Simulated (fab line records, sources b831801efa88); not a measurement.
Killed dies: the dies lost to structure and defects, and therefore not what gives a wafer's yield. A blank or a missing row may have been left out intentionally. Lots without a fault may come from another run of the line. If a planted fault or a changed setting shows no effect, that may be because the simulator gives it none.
Commonality check across tools    flow gf180mcu    Sampled: 11 lots, 42 wafers

== REASON IT WAS OPENED ==
At GF_HV_LDD_TW_MEAS_38 the reading HV_LDD_3_TW is flagged on 3 of 11 lots. Fault-free wafers read 1440, with a standard deviation of 13.
Rule: flag the lot when none of its wafers has a number, or when each of its wafers that has one lies beyond 4 standard deviations from that mean. The rest of the lots are taken to be sound.

lot   measured      on             HV_LDD_3_TW, wafer by wafer    flag
L941  day 11 15:40  film_metro-02  1453 1445 1447                 
L942  day 11 19:22  film_metro-04  1423 1422 1417                 
L943  day 12 06:44  film_metro-04  1527 1531 1533 1529 1532 1526  FLAGGED
L946  day 13 06:57  film_metro-02  1557 1554 1553 1562 1563 1557  FLAGGED
L947  day 13 14:38  film_metro-03  1556 1557 1556 1562 1560 1566  FLAGGED
L954  day 15 22:43  film_metro-03  1456 1455 1451                 
L956  day 16 13:59  film_metro-02  1453 1451 1452                 
L959  day 17 05:34  film_metro-02  1441 1440 1443                 
L961  day 17 17:10  film_metro-03  1456 1444 1452                 
L962  day 18 03:07  film_metro-03  1450 1444 1451                 
L964  day 19 05:52  film_metro-04  1421 1420 1416                 
The numbers of the flagged lots are 1549 on average: +109 against the usual, or +8 standard deviations.

== EACH LOT AND THE TOOL IT RAN ON ==
The record holds 3 process steps before the reading, out of a route of 602 steps. Each cell gives the tool, then ch followed by the chambers the sampled wafers passed through, then the start.
lot   flag     GF_VT_IMPLANT_RTA_45              GF_DUAL_GATE_STRIP_13                 GF_HV_LDD_IMPLANT_36
L941           rtp_anneal-01 ch 0, day 7 10:47   plasma_asher-04 ch 0,1, day 8 10:32   implanter-03 ch 0, day 11 15:26
L942           rtp_anneal-01 ch 0, day 7 21:03   plasma_asher-04 ch 0,1, day 8 15:29   implanter-02 ch 0, day 11 19:07
L943  FLAGGED  rtp_anneal-01 ch 0, day 8 05:55   plasma_asher-04 ch 0,1, day 8 23:41   implanter-01 ch 0, day 12 06:11
L946  FLAGGED  rtp_anneal-02 ch 0, day 9 01:14   plasma_asher-03 ch 0,1, day 9 20:44   implanter-03 ch 0, day 13 06:25
L947  FLAGGED  rtp_anneal-01 ch 0, day 9 05:00   plasma_asher-04 ch 0,1, day 10 00:28  implanter-03 ch 0, day 13 14:05
L954           rtp_anneal-01 ch 0, day 11 02:30  plasma_asher-03 ch 0,1, day 12 01:01  implanter-03 ch 0, day 15 22:28
L956           rtp_anneal-02 ch 0, day 11 15:50  plasma_asher-01 ch 0,1, day 12 19:04  implanter-02 ch 0, day 16 13:46
L959           rtp_anneal-01 ch 0, day 12 10:19  plasma_asher-01 ch 0,1, day 13 08:17  implanter-03 ch 0, day 17 05:19
L961           rtp_anneal-02 ch 0, day 12 21:31  plasma_asher-01 ch 0,1, day 13 19:50  implanter-02 ch 0, day 17 16:56
L962           rtp_anneal-02 ch 0, day 13 05:09  plasma_asher-01 ch 0,1, day 14 03:52  implanter-02 ch 0, day 18 02:52
L964           rtp_anneal-02 ch 0, day 14 04:31  plasma_asher-01 ch 0,1, day 15 03:46  implanter-01 ch 0, day 19 05:38
These steps, and what they do:
- GF_VT_IMPLANT_RTA_45: time 30 s.
- GF_DUAL_GATE_STRIP_13: strips in O2/N2.
- GF_HV_LDD_IMPLANT_36
- GF_HV_LDD_TW_MEAS_38

== FLAGGED AGAINST TOTAL, ONE TOOL AT A TIME (gauges that did the reading follow at the end) ==
step                   tool             lots run  flagged  share of the flagged lots  sound lots run after its first flagged lot
GF_VT_IMPLANT_RTA_45   rtp_anneal-01    6         2        some                       2 (L954,L959)
GF_VT_IMPLANT_RTA_45   rtp_anneal-02    5         1        some                       4 (L956,L961,L962,L964)
GF_DUAL_GATE_STRIP_13  plasma_asher-01  5         0        none                       -
GF_DUAL_GATE_STRIP_13  plasma_asher-03  2         1        some                       1 (L954)
GF_DUAL_GATE_STRIP_13  plasma_asher-04  4         2        some                       0
GF_HV_LDD_IMPLANT_36   implanter-01     2         1        some                       1 (L964)
GF_HV_LDD_IMPLANT_36   implanter-02     4         0        none                       -
GF_HV_LDD_IMPLANT_36   implanter-03     5         2        some                       2 (L954,L959)
GF_HV_LDD_TW_MEAS_38   film_metro-02    4         1        some                       2 (L956,L959)
GF_HV_LDD_TW_MEAS_38   film_metro-03    4         1        some                       3 (L954,L961,L962)
GF_HV_LDD_TW_MEAS_38   film_metro-04    3         1        some                       1 (L964)

== WHAT IS ALLOWED BY THE TABLE ==
No row of the table ran every flagged lot.

== WHAT WAS PUT IN BY THE SIMULATOR ==
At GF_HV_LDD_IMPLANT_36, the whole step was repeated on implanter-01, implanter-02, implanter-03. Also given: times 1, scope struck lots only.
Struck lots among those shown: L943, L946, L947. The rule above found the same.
